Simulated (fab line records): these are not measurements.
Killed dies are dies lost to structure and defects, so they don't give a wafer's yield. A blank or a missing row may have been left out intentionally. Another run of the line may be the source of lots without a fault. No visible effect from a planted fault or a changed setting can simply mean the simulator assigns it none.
One fault through the eyes of 2 desks -- flow gf180mcu -- every desk sees just its own numbers, and what lay behind them comes last

## METROLOGY DESK
Lot by lot, what the gauges showed, no matter which tool ran the lot: averages of those sampled wafers that carry a number. Any lot whose mean is over 4 standard deviations away from the usual mean is out of limits and marked OUT; that distance is given in the brackets.
Columns: A = cd_nm at GF_V2_CD_MEAS_14, usual 260.1 nm; B = V2_OVL at GF_V2_OVL_MEAS_15, usual 1 nm; C = V2_W_RS at GF_V2_RS_MEAS_24, usual 0.326 ohm/sq
lot,first seen here,A,B,C
L787,day 21 21:40,260.1,-1,0.327
L791,day 23 15:32,262.2,13,0.320
L792,day 24 05:03,259.5,5,0.321
L802,day 27 02:40,261.7,3,0.332
L803,day 27 08:57,258.6,6,0.326
L805,day 27 20:42,258.5,-1,0.319
This desk's verdict: no lot among the 6 shows anything out of limits.

## TOOL OWNER'S DESK, cvd_w-01
The tool's own readings at GF_V2_CVD_23 (deposits W, target thk 350 nm, time 104.94 s): means of the sampled wafers that have a number, for each lot that ran on this tool. Any lot whose mean is over 4 standard deviations away from the usual mean is out of limits and marked OUT; that distance is given in the brackets.
Columns: A = heater_power_w at GF_V2_CVD_23, usual 883 W
lot,first seen here,A
L791,day 23 16:28,999
L792,day 24 05:59,1005
L802,day 27 03:34,810
L803,day 27 09:52,717
This desk's verdict: no lot among the 4 shows anything out of limits.

## TAKEN TOGETHER
The metrology desk saw nothing out of limits.
Nothing out of limits was seen by the tool owner's desk.

## WHAT HAD BEEN PUT IN BY THE SIMULATOR
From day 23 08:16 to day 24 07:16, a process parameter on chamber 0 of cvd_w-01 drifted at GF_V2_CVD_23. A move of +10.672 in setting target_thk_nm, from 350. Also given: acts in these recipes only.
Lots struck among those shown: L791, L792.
